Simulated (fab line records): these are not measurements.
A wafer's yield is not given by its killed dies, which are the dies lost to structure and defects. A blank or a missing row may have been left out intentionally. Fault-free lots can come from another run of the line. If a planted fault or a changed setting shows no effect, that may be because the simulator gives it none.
A single fault, viewed from 2 desks ; flow sky130 ; only its own numbers are on each desk; what lay behind them is given at the end

FOR THE TOOL OWNER'S DESK: rtp anneal-01
The tool's own readings at SKY_SD_N_RTA_14 (time 2 s): means of the sampled wafers that have a number, for each lot that ran on this tool. Marked OUT: a lot whose mean sits more than 4 standard deviations from the usual mean, which makes it out of limits; the brackets give that distance.
Columns: A = chamber o2 ppm at SKY_SD_N_RTA_14, usual 1.999; B = lamp power pct at SKY_SD_N_RTA_14, usual 15.74 %; C = wafer_temp_C_max at SKY_SD_N_RTA_14, usual 1078.1
lot;first seen here;A;B;C
L408;day 27 19:01;1.974;15.78;1078.5
L410;day 28 15:20;2.036;15.76;1077.9
L416;day 30 19:25;1.985;15.92;1088.9 (+7.2) OUT
L418;day 31 08:19;1.977;15.91;1090.9 (+8.5) OUT
L425;day 34 08:39;1.994;15.74;1077.6
L428;day 34 17:46;2.004;15.73;1077.9
L430;day 35 05:34;2.024;15.76;1079.4
This desk's verdict: out of limits on L416, L418, starting with L416 at day 30 19:25 (wafer_temp_C_max at SKY_SD_N_RTA_14). L408, L410, L425, L428, L430: within limits.

THE METROLOGY DESK
What the gauges read for every lot (on any tool): the sampled wafers with a number, averaged. Marked OUT: a lot whose mean sits more than 4 standard deviations from the usual mean, which makes it out of limits; the brackets give that distance.
Columns: A = POLY_GATE_CVD_03_THK at SKY_POLY_GATE_THK_MEAS_04, usual 75.1 nm; B = SD_N_RS at SKY_SD_N_RS_MEAS_16, usual 68.54 ohm/sq; C = SD_P_RS at SKY_SD_N_RS_MEAS_17, usual 147.0 ohm/sq; D = CONTACT_W_THK at SKY_CONTACT_THK_MEAS_26, usual 348 nm
lot;first seen here;A;B;C;D
L408;day 15 05:25;74.8;68.44;146.8;349
L409;day 15 13:31;75.4;68.63;146.9;344
L410;day 15 20:23;75.2;68.70;147.3;338
L416;day 18 03:21;74.9;66.36 (-17) OUT;136.8 (-25) OUT;354
L418;day 18 17:34;73.8;66.37 (-17) OUT;136.8 (-25) OUT;350
L424;day 21 07:01;74.9;68.53;146.6;354
L426;day 22 02:55;75.0;68.69;147.3;346
L425;day 22 05:19;75.3;68.49;146.7;355
L427;day 22 14:40;74.6;68.54;147.3;348
L428;day 22 16:02;75.3;68.43;146.8;348
L429;day 23 01:27;74.5;68.58;147.0;345
L430;day 23 06:11;75.3;68.58;147.3;352
This desk finds L416, L418 out of limits, with the earliest case on L416 at day 30 19:36 (SD_N_RS at SKY_SD_N_RS_MEAS_16). L408, L409, L410, L424, L426, L425, L427, L428, L429, L430: within limits.

ALL TOGETHER
The tool owner's desk could have raised an alarm at day 30 19:25, on L416, L418.
L416, L418 would have let the metrology desk raise an alarm at day 30 19:36.
Every lot named ran SKY_SD_N_RTA_14 on rtp anneal-01.

WHAT THE SIMULATOR HAD PUT IN
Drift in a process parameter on rtp anneal-01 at SKY_SD_N_RTA_14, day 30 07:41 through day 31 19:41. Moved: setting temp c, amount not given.
Shown lots that were struck: L416, L418.
Counting hours from when the fault started, the first reading out of limits came at 12 for the tool owner's desk and at 12 for the metrology desk.
